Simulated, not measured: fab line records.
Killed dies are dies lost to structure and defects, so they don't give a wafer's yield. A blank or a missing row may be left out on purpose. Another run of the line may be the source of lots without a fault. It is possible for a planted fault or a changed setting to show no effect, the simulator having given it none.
8D (eight disciplines) problem report, filled in by code :: flow sky130 :: the parts of the form that need people (team, actions taken, sign-off) are left out

1. WHAT IS WRONG
Wafers without a fault read 0.978 a.u., standard deviation 0.0073; oes_product_au at SKY_VIA1_ETCH_15 reads a mean of 0.378 a.u. on 6 wafers belonging to 2 lots. Measured from the usual mean, that is -82 standard deviations.
The step: etches SiO2 in C4F8/O2/Ar, stops on TiN, target depth 351 nm, time 54 s.
First seen on wafer L844.3, day 36 08:12, on rie_diel-04. The record holds 42 wafers of 14 lots with a number at this step. Rule for "out", or "out of limits": more than 4 standard deviations from the usual mean. The other wafers with a number count as sound.

2. WHAT IT IS; WHAT IT IS NOT
question: which readings at this step
is: oes_product_au
is not: bias_w

question: which lots
is: L844, L845
is not: L838, L839, L841, L842, L851, L854, L855, L856, L858, L859, L860, L861

question: which wafers of those lots
is: all that have a number
is not: -

question: read on which tools
is: rie_diel-04
is not: rie_diel-02, rie_diel-03

question: when
is: from day 36 08:12
is not: up to then (12 sound wafers); but 24 sound wafers of L851, L854, L855, L856, L858, L859, L860, L861 came after

3. WHAT RULES OUT EACH SUSPECT
Counting: a tool stays on the suspect list if, at a process step up to the reading, it processed all lots that are out and no sound lot following the first of them.
- cmp-02 at SKY_CONTACT_CMP_27 (polishes, stops on SiO2, t overpolish 15 s, target thk 0 nm): ruled out as a lasting fault. Following L844 (day 34 00:37), the first lot on it that is out, the sound lots L851, L856, L859, L861 were run on it.
- rie_diel-04 at SKY_VIA1_ETCH_14 (etches BARC in N2/H2, stops on SiO2, time 45.9 s, target depth 60 nm): ruled out as a lasting fault. Following L844 (day 36 08:10), the first lot on it that is out, the sound lots L855, L859, L860 were run on it.
- rie_diel-04 at SKY_VIA1_ETCH_15 (etches SiO2 in C4F8/O2/Ar, stops on TiN, target depth 351 nm, time 54 s): ruled out as a lasting fault. Following L844 (day 36 08:12), the first lot on it that is out, the sound lots L855, L859, L860 were run on it.
Left after counting: nothing in the record.

4. THE CAUSE (what the simulator had put in)
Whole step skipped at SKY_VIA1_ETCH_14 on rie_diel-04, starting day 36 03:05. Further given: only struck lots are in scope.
Counting ruled it out, wrongly.

5. THE CHAIN OF EFFECTS, in route order
Each row: a reading whose mean over the struck wafers that have a number lies more than 3 standard deviations from the usual. Readings are gone through only where the record gives a usual standard deviation; hours: the median, over the lots, of the time from a lot's start at the first step in this table giving one to that lot's start at this step; sigmas: the change measured in usual standard deviations.
hours: 0
step: SKY_VIA1_ETCH_15
reading: oes_product_au
usual: 0.978 a.u.
on struck wafers: 0.378
change: -0.600
sigmas: -82

hours: 0
step: SKY_VIA1_STRIP_16
reading: oes_product_au
usual: 0.416 a.u.
on struck wafers: 0.436
change: +0.021
sigmas: +4.1

hours: 0
step: SKY_VIA1_STRIP_16
reading: strip_time_to_endpoint_s
usual: 4.474 s
on struck wafers: 4.899
change: +0.425
sigmas: +16
The process steps in it:
- SKY_VIA1_ETCH_15: etches SiO2 in C4F8/O2/Ar, stops on TiN, target depth 351 nm, time 54 s.
- SKY_VIA1_STRIP_16: strips in O2/N2.
Readings that are blank on the struck wafers while sound wafers have them: bias_w at SKY_VIA1_ETCH_14; chamber_pressure_mTorr at SKY_VIA1_ETCH_14; drypump_motor_current_A at SKY_VIA1_ETCH_14; oes_product_au at SKY_VIA1_ETCH_14; rf_fwd_power_W at SKY_VIA1_ETCH_14; throttle_valve_pct at SKY_VIA1_ETCH_14.

6. WHAT WOULD HAVE CAUGHT IT SOONER
In this record the first reading out of limits was taken at day 36 08:12, 5 hours after the fault began at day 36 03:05.
At SKY_VIA1_ETCH_14 the tool's readings are blank on the struck wafers, where sound wafers have them: an empty tool record is the first sign, and it was there at once.
